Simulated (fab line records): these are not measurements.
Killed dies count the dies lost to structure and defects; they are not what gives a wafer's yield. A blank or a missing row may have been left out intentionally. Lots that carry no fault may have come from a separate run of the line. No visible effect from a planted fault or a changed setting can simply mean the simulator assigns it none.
What tool caused it? ; flow sky130 ; 12 lots, 36 wafers sampled, at 4 steps of a route of 708

WHAT THE GAUGES SHOWED, per wafer
SKY_FIELD_ISO_THK_MEAS_23.
lot;measured;on;FIELD_ISO_OXIDATION_01_THK (nm)
L736;day 2 07:10;film_metro-03;10.03 10.04 10.37
L737;day 2 10:46;film_metro-03;9.85 9.92 9.69
L738;day 2 18:31;film_metro-01;10.16 10.11 10.00
L739;day 3 01:23;film_metro-03;9.56 9.53 9.66
L741;day 3 11:09;film_metro-03;9.93 9.94 9.82
L742;day 3 15:49;film_metro-03;9.75 9.90 9.78
L743;day 3 19:46;film_metro-04;9.57 9.54 9.67
L744;day 4 02:53;film_metro-01;9.79 9.90 9.80
L745;day 4 08:49;film_metro-03;9.70 9.80 9.81
L754;day 6 03:16;film_metro-03;4.29 4.43 4.25
L755;day 6 10:44;film_metro-04;3.96 4.43 4.42
L759;day 7 11:36;film_metro-04;9.81 9.74 9.91

SKY_VT_ADJUST_HVTR_CD_MEAS_07: target cd 380 nm.
lot;measured;on;cd_nm (nm)
L736;day 9 06:41;cd_sem-01;374 372 374
L737;day 9 07:37;cd_sem-02;375 375 374
L738;day 9 22:22;cd_sem-02;384 387 385
L739;day 10 16:45;cd_sem-01;375 375 376
L741;day 11 07:41;cd_sem-01;378 377 376
L742;day 11 06:26;cd_sem-02;381 378 378
L743;day 11 12:34;cd_sem-01;376 377 374
L744;day 11 22:58;cd_sem-02;383 382 383
L745;day 12 02:43;cd_sem-01;382 382 382
L754;day 14 17:32;cd_sem-01;382 382 381
L755;day 15 09:30;cd_sem-01;381 382 380
L759;day 16 14:46;cd_sem-02;381 380 383

WHAT TOOL EACH LOT RAN ON (gives the tool, then ch and the chambers of the sampled wafers, and finally the start)
lot;SKY_FIELD_ISO_OXIDATION_22;SKY_FIELD_ISO_CMP_27
L736;furnace-02 ch 0, day 2 05:59;cmp-02 ch 0,2,3, day 2 09:26
L737;furnace-01 ch 0, day 2 09:35;cmp-02 ch 2,3, day 2 12:27
L738;furnace-02 ch 0, day 2 17:20;cmp-01 ch 1,2,3, day 2 20:13
L739;furnace-01 ch 0, day 3 00:13;cmp-02 ch 0,2,3, day 3 04:23
L741;furnace-02 ch 0, day 3 09:57;cmp-02 ch 2,3, day 3 17:10
L742;furnace-01 ch 0, day 3 14:38;cmp-02 ch 1,2, day 3 20:04
L743;furnace-02 ch 0, day 3 18:35;cmp-02 ch 0,2,3, day 4 00:27
L744;furnace-01 ch 0, day 4 01:42;cmp-02 ch 0,2,3, day 4 04:49
L745;furnace-02 ch 0, day 4 07:38;cmp-02 ch 2,3, day 4 10:30
L754;furnace-01 ch 0, day 6 02:05;cmp-01 ch 1,2,3, day 6 04:57
L755;furnace-01 ch 0, day 6 09:34;cmp-02 ch 0,3, day 6 13:08
L759;furnace-02 ch 0, day 7 10:25;cmp-01 ch 0,1, day 7 14:29
- SKY_FIELD_ISO_OXIDATION_22: stabilise 600 s, purge 300 s, target thk 10 nm.
- SKY_FIELD_ISO_CMP_27: polishes, stops on Si3N4, t overpolish 16 s, target thk 457.8 nm.

WHAT THE TOOLS THEMSELVES READ (means of the sampled wafers that have a number; where no wafer has one, the mark that the record gives instead)
SKY_FIELD_ISO_OXIDATION_22.
lot;tool;ox_temp_c (C);ox_temp_c_max;spike_tc_centre_C (C);spike_tc_top_C (C)
L736;furnace-02;949.6;951.7;950.4;961.7
L737;furnace-01;949.7;956.0;953.0;964.1
L738;furnace-02;949.8;952.2;950.6;961.9
L739;furnace-01;950.6;957.4;950.5;965.1
L741;furnace-02;950.1;952.4;949.0;963.0
L742;furnace-01;950.6;956.6;952.3;963.5
L743;furnace-02;949.8;952.6;949.8;963.0
L744;furnace-01;949.9;955.5;952.0;963.9
L745;furnace-02;950.3;952.3;950.5;962.7
L754;furnace-01;950.0;956.5;951.2;965.4
L755;furnace-01;949.7;955.4;951.9;963.4
L759;furnace-02;950.1;952.6;950.4;962.1

SKY_FIELD_ISO_CMP_27.
lot;tool;motor_current_A (A)
L736;cmp-02;13.0
L737;cmp-02;14.8
L738;cmp-01;11.7
L739;cmp-02;13.2
L741;cmp-02;13.5
L742;cmp-02;10.4
L743;cmp-02;12.8
L744;cmp-02;12.8
L745;cmp-02;14.7
L754;cmp-01;12.2
L755;cmp-02;12.5
L759;cmp-01;13.5

THE ANSWER, worked out from the rows above alone
Rule: the usual values come from the lots themselves. The widest of any qualifying gaps counts: lots, ordered by their means at a reading, are off when they make up no more than a third of the lots, leave a main group of 4 or more, and stand apart from it by 3 or more times the standard deviation of that group's means. If all means in a main group match to the digits the tables above print for the reading, that group is not used. Also off: a lot with no number at a reading for which 4 or more lots have one. Where the step has rows for the other lots, those lots are counted as sound. First the gauges in route order, then the tools' own readings, where a lot's mean is used as printed above. The first step at which some lot is off is used, and at that step the reading that is off furthest; a lot without a number counts as furthest.
Off: at SKY_FIELD_ISO_THK_MEAS_23 (FIELD_ISO_OXIDATION_01_THK), L754, L755. Mean 9.84 nm and standard deviation 0.17 in the main group.
A tool fits if, at a process step before that reading, it ran every lot that is off, and no sound lot after the first of them. Those tools and the gauges at SKY_FIELD_ISO_THK_MEAS_23 are tried in the same way. One fits: SKY_FIELD_ISO_OXIDATION_22 on furnace-01. A fault onset in the window from L744 (day 4 01:42, its last sound lot) to L754 (day 6 02:05, its first lot off) fits.

WHAT WAS PUT IN BY THE SIMULATOR
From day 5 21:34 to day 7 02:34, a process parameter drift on furnace-01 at SKY_FIELD_ISO_OXIDATION_22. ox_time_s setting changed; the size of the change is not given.
Shown lots that were struck: L754, L755. The rule above reached the same finding.
